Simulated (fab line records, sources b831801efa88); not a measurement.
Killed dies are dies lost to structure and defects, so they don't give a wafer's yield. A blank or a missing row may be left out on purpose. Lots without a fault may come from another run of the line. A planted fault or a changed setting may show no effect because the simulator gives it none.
Which tool did it? | flow sky130 | 13 lots, 39 wafers sampled, at 4 steps of a route of 708

WHAT THE GAUGES READ, wafer by wafer
SKY_VIA1_BOW_MEAS_03. Usual: VIA1_BOW 81 um, standard deviation 6.5.
lot  | measured     | on            | VIA1_BOW (um) | flag
L726 | day 34 05:01 | film_metro-03 | 88 82 85      |
L727 | day 34 05:38 | film_metro-01 | 77 71 86      |
L728 | day 34 14:28 | film_metro-04 | 78 79 78      |
L729 | day 34 12:53 | film_metro-04 | 85 90 99      |
L730 | day 34 14:51 | film_metro-03 | 86 72 76      |
L731 | day 34 21:31 | film_metro-03 | 91 69 81      |
L732 | day 35 14:34 | film_metro-01 | 84 86 71      |
L733 | day 35 17:31 | film_metro-01 | 80 79 90      |
L738 | day 37 13:25 | film_metro-03 | 71 79 80      |
L740 | day 37 19:45 | film_metro-03 | 75 96 77      |
L742 | day 38 05:32 | film_metro-04 | 82 80 86      |
L744 | day 38 18:46 | film_metro-03 | 85 72 78      |
L747 | day 40 05:01 | film_metro-01 | 82 86 86      |

SKY_VIA1_RS_MEAS_22: measures by four-point-probe. Usual: VIA1_W_RS 0.427 ohm/sq, standard deviation 0.0045.
lot  | measured     | on            | VIA1_W_RS (ohm/sq) | flag
L726 | day 35 08:26 | film_metro-01 | 0.433 0.435 0.431  |
L727 | day 35 08:40 | film_metro-03 | 0.429 0.424 0.429  |
L728 | day 35 17:31 | film_metro-03 | 0.428 0.428 0.430  |
L729 | day 35 16:47 | film_metro-04 | 0.424 0.421 0.419  |
L730 | day 35 18:30 | film_metro-04 | 0.426 0.426 0.429  |
L731 | day 36 00:53 | film_metro-04 | 0.421 0.425 0.428  |
L732 | day 36 17:14 | film_metro-03 | 0.424 0.423 0.430  |
L733 | day 36 21:44 | film_metro-01 | 0.427 0.425 0.420  |
L738 | day 38 15:43 | film_metro-04 | 0.426 0.428 0.429  |
L740 | day 38 21:50 | film_metro-04 | 0.427 0.424 0.429  |
L742 | day 39 07:00 | film_metro-03 | 0.426 0.419 0.418  |
L744 | day 39 20:26 | film_metro-01 | 0.433 0.425 0.430  |
L747 | day 41 06:43 | film_metro-01 | 0.429 0.433 0.429  |

WHICH TOOL RAN EACH LOT (tool, then ch and the chambers of the sampled wafers, then the start)
lot  | SKY_GATE_OXIDE_STRIP_13              | SKY_METAL1_ETCH_18
L726 | plasma_asher-01 ch 0,1, day 14 21:29 | rie_metal-02 ch 0,1, day 34 03:47
L727 | plasma_asher-02 ch 0,1, day 15 02:11 | rie_metal-01 ch 0,1, day 34 04:08
L728 | plasma_asher-04 ch 0,1, day 15 06:02 | rie_metal-02 ch 0,1, day 34 13:13
L729 | plasma_asher-04 ch 0,1, day 15 09:47 | rie_metal-04 ch 0,1, day 34 11:40
L730 | plasma_asher-01 ch 0,1, day 15 17:52 | rie_metal-01 ch 0,1, day 34 13:35
L731 | plasma_asher-01 ch 0,1, day 15 22:50 | rie_metal-01 ch 0,1, day 34 20:16
L732 | plasma_asher-04 ch 0,1, day 16 17:17 | rie_metal-02 ch 0,1, day 35 13:20
L733 | plasma_asher-01 ch 0,1, day 16 20:38 | rie_metal-04 ch 0,1, day 35 16:17
L738 | plasma_asher-04 ch 0,1, day 19 02:10 | rie_metal-04 ch 0,1, day 37 12:08
L740 | plasma_asher-01 ch 0,1, day 19 06:04 | rie_metal-01 ch 0,1, day 37 18:31
L742 | plasma_asher-01 ch 0,1, day 19 16:02 | rie_metal-02 ch 0,1, day 38 03:58
L744 | plasma_asher-01 ch 0,1, day 20 10:41 | rie_metal-01 ch 0,1, day 38 17:32
L747 | plasma_asher-02 ch 0,1, day 22 10:38 | rie_metal-04 ch 1, day 40 03:46
- SKY_GATE_OXIDE_STRIP_13: strips in O2/N2.
- SKY_METAL1_ETCH_18: etches BARC in N2/H2, stops on SiO2, time 45.9 s, target depth 60 nm.

WHAT THE TOOLS THEMSELVES READ (means of the sampled wafers that have a number; where no wafer has one, the mark that the record gives instead)
SKY_GATE_OXIDE_STRIP_13. Usual: drypump_motor_current_A 5.7 A, standard deviation 0.33; oes_product_au 0.715 a.u., standard deviation 0.0044; strip_time_to_endpoint_s 14.17 s, standard deviation 0.046.
lot  | tool            | drypump_motor_current_A (A) | oes_product_au (a.u.) | strip_time_to_endpoint_s (s) | flag
L726 | plasma_asher-01 | 6.1                         | 0.721                 | 14.21                        |
L727 | plasma_asher-02 | 5.4                         | 0.712                 | 14.13                        |
L728 | plasma_asher-04 | 5.8                         | 0.722                 | 14.14                        |
L729 | plasma_asher-04 | 5.7                         | 0.716                 | 14.16                        |
L730 | plasma_asher-01 | 6.2                         | 0.717                 | 14.17                        |
L731 | plasma_asher-01 | 6.2                         | 0.713                 | 14.24                        |
L732 | plasma_asher-04 | 5.7                         | 0.720                 | 14.17                        |
L733 | plasma_asher-01 | 6.2                         | 0.719                 | 14.18                        |
L738 | plasma_asher-04 | 5.8                         | 0.717                 | 14.21                        |
L740 | plasma_asher-01 | 6.0                         | 0.715                 | 14.24                        |
L742 | plasma_asher-01 | 6.0                         | 0.712                 | 14.20                        |
L744 | plasma_asher-01 | 6.0                         | 0.713                 | 14.12                        |
L747 | plasma_asher-02 | 5.4                         | 0.720                 | 14.14                        |

SKY_METAL1_ETCH_18. Usual: drypump_motor_current_A 5.7 A, standard deviation 0.4; oes_product_au 0.855 a.u., standard deviation 0.0042; throttle_valve_pct 13.224 %, standard deviation 0.0086.
lot  | tool         | drypump_motor_current_A (A) | oes_product_au (a.u.) | throttle_valve_pct (%) | flag
L726 | rie_metal-02 | 5.6                         | 0.855                 | 13.221                 |
L727 | rie_metal-01 | 5.6                         | 0.856                 | 13.229                 |
L728 | rie_metal-02 | 5.6                         | 0.851                 | 13.228                 |
L729 | rie_metal-04 | 6.1                         | 0.851                 | 13.224                 |
L730 | rie_metal-01 | 5.2                         | 0.853                 | 13.223                 |
L731 | rie_metal-01 | 5.6                         | 0.857                 | 13.219                 |
L732 | rie_metal-02 | 5.6                         | 0.858                 | 13.217                 |
L733 | rie_metal-04 | 6.1                         | 0.856                 | 13.230                 |
L738 | rie_metal-04 | 6.1                         | 0.850                 | 13.222                 |
L740 | rie_metal-01 | 5.5                         | 0.853                 | 13.219                 |
L742 | rie_metal-02 | 5.6                         | 0.854                 | 13.221                 |
L744 | rie_metal-01 | 5.6                         | 0.855                 | 13.226                 |
L747 | rie_metal-04 | 6.2                         | 0.856                 | 13.225                 |

THE ANSWER, worked out from the rows above alone
Rule: a lot is off if the mean of its wafers that have a number lies more than 3 standard deviations from the usual mean. A lot without any number at a reading at which 4 lots or more have one is off too. The other lots that the step has rows for count as sound. The gauges are gone through in route order, then the tools' own readings, and for those a lot's mean is taken as printed above. The first step at which some lot is off is used, and at that step the reading that is off furthest; a lot without a number counts as furthest.
No lot is off at any reading shown: from this, nothing can be told.

WHAT THE SIMULATOR HAD PUT IN
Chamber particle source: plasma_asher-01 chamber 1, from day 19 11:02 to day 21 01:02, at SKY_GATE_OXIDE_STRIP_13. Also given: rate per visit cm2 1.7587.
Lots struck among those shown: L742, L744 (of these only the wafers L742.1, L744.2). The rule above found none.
